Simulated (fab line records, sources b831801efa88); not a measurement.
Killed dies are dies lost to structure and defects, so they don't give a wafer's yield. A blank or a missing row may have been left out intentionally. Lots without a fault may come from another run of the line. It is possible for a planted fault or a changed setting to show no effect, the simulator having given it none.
One fault through the eyes of 2 desks || flow sky130 || every desk sees just its own numbers, and what lay behind them comes last

## AT THE TOOL OWNER'S DESK: lpcvd-03
The tool's own readings at SKY_SONOS_ONO_CVD_04 (deposits SiO2 from SiH4/N2O, target thk 5.7199 nm): means of the sampled wafers that have a number, for each lot that ran on this tool. Marked OUT: a lot whose mean sits more than 4 standard deviations from the usual mean, which makes it out of limits; the brackets give that distance.
Columns: A = pressureMtorr at SKY_SONOS_ONO_CVD_04, usual 400.0 mTorr; B = spikeTcBottomC at SKY_SONOS_ONO_CVD_04, usual 920.7 C; C = spikeTcTopC at SKY_SONOS_ONO_CVD_04, usual 909.4 C; D = spikeTcUpperC at SKY_SONOS_ONO_CVD_04, usual 900.1 C; E = zonePowerBottomPct at SKY_SONOS_ONO_CVD_04, usual 23.2 %; F = zonePowerTopPct at SKY_SONOS_ONO_CVD_04, usual 32.2 %
{"lot": "L853", "first seen here": "day 11 12:50", "A": 401.1, "B": 921.6, "C": 908.4, "D": 900.5, "E": 24.0, "F": 33.5}
{"lot": "L854", "first seen here": "day 11 19:56", "A": 400.9, "B": 921.2, "C": 910.0, "D": 901.3, "E": 23.9, "F": 33.6}
{"lot": "L855", "first seen here": "day 12 02:11", "A": 399.7, "B": 920.6, "C": 909.9, "D": 899.0, "E": 22.5, "F": 31.0}
{"lot": "L857", "first seen here": "day 12 18:24", "A": 398.9, "B": 918.9, "C": 909.9, "D": 898.8, "E": 22.8, "F": 30.9}
{"lot": "L858", "first seen here": "day 13 04:56", "A": 399.8, "B": 921.7, "C": 909.2, "D": 900.9, "E": 23.8, "F": 33.5}
{"lot": "L859", "first seen here": "day 14 07:46", "A": 400.9, "B": 920.3, "C": 908.8, "D": 898.7, "E": 22.7, "F": 30.7}
{"lot": "L861", "first seen here": "day 14 07:46", "A": 401.0, "B": 919.8, "C": 908.7, "D": 899.8, "E": 22.7, "F": 31.2}
{"lot": "L864", "first seen here": "day 15 05:18", "A": 400.4, "B": 919.7, "C": 909.4, "D": 900.2, "E": 22.6, "F": 30.9}
{"lot": "L873", "first seen here": "day 18 07:22", "A": 399.0, "B": 921.6, "C": 910.2, "D": 900.5, "E": 23.8, "F": 33.6}
{"lot": "L874", "first seen here": "day 18 15:05", "A": 399.9, "B": 919.8, "C": 909.6, "D": 898.8, "E": 22.8, "F": 31.5}
{"lot": "L875", "first seen here": "day 18 19:46", "A": 400.2, "B": 921.8, "C": 910.3, "D": 899.7, "E": 23.9, "F": 33.1}
{"lot": "L876", "first seen here": "day 18 23:08", "A": 400.5, "B": 922.0, "C": 909.9, "D": 900.2, "E": 23.7, "F": 33.4}
This desk's verdict: no lot among the 12 shows anything out of limits.

## METROLOGY DESK
What the gauges read, lot by lot, whatever tool the lot ran on: means of the sampled wafers that have a number. Marked OUT: a lot whose mean sits more than 4 standard deviations from the usual mean, which makes it out of limits; the brackets give that distance.
Columns: A = VT_ADJUST_HVTP_OVL at SKY_VT_ADJUST_HVTP_OVL_MEAS_08, usual -0.5 nm; B = SONOS_ONO_CVD_04_THK at SKY_SONOS_ONO_THK_MEAS_05, usual 5.78 nm; C = GATE_OXIDE_OXIDATION_00_THK at SKY_GATE_OXIDE_THK_MEAS_02, usual 10.31 nm
{"lot": "L853", "first seen here": "day 6 02:23", "A": -0.6, "B": 5.84, "C": 10.32}
{"lot": "L854", "first seen here": "day 6 08:29", "A": -0.4, "B": 5.93, "C": 10.72}
{"lot": "L855", "first seen here": "day 6 12:14", "A": 0.9, "B": 5.86, "C": 10.21}
{"lot": "L857", "first seen here": "day 7 00:37", "A": 0.8, "B": 5.62, "C": 10.37}
{"lot": "L858", "first seen here": "day 7 08:58", "A": -2.2, "B": 5.78, "C": 10.46}
{"lot": "L859", "first seen here": "day 7 14:53", "A": 1.5, "B": 5.78, "C": 10.42}
{"lot": "L861", "first seen here": "day 8 04:28", "A": -1.1, "B": 5.78, "C": 10.24}
{"lot": "L864", "first seen here": "day 9 00:44", "A": 1.5, "B": "9.61 (+35) OUT", "C": 10.36}
{"lot": "L873", "first seen here": "day 11 11:17", "A": 0.3, "B": 5.81, "C": 10.21}
{"lot": "L874", "first seen here": "day 11 18:04", "A": -1.1, "B": 5.64, "C": 10.29}
{"lot": "L875", "first seen here": "day 12 00:14", "A": -2.2, "B": 5.78, "C": 10.01}
{"lot": "L876", "first seen here": "day 12 02:05", "A": -1.1, "B": 5.70, "C": 10.33}
This desk reports L864 out of limits; the earliest was L864 at day 15 07:11 (SONOS_ONO_CVD_04_THK at SKY_SONOS_ONO_THK_MEAS_05). In limits: L853, L854, L855, L857, L858, L859, L861, L873, L874, L875, L876.

## TAKEN TOGETHER
L864 would have let the metrology desk raise an alarm at day 15 07:11.
The tool owner's desk saw nothing out of limits.
The tool owner's desk has L864 on record, within its limits.
Of the lots named, all ran SKY_SONOS_ONO_CVD_04 on lpcvd-03.

## WHAT THE SIMULATOR HAD INSERTED
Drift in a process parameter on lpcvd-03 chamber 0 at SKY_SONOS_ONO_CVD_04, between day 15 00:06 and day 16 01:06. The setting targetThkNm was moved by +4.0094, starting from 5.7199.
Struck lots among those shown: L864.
Delay in hours, fault start to first out-of-limits reading, per desk: metrology desk 7.
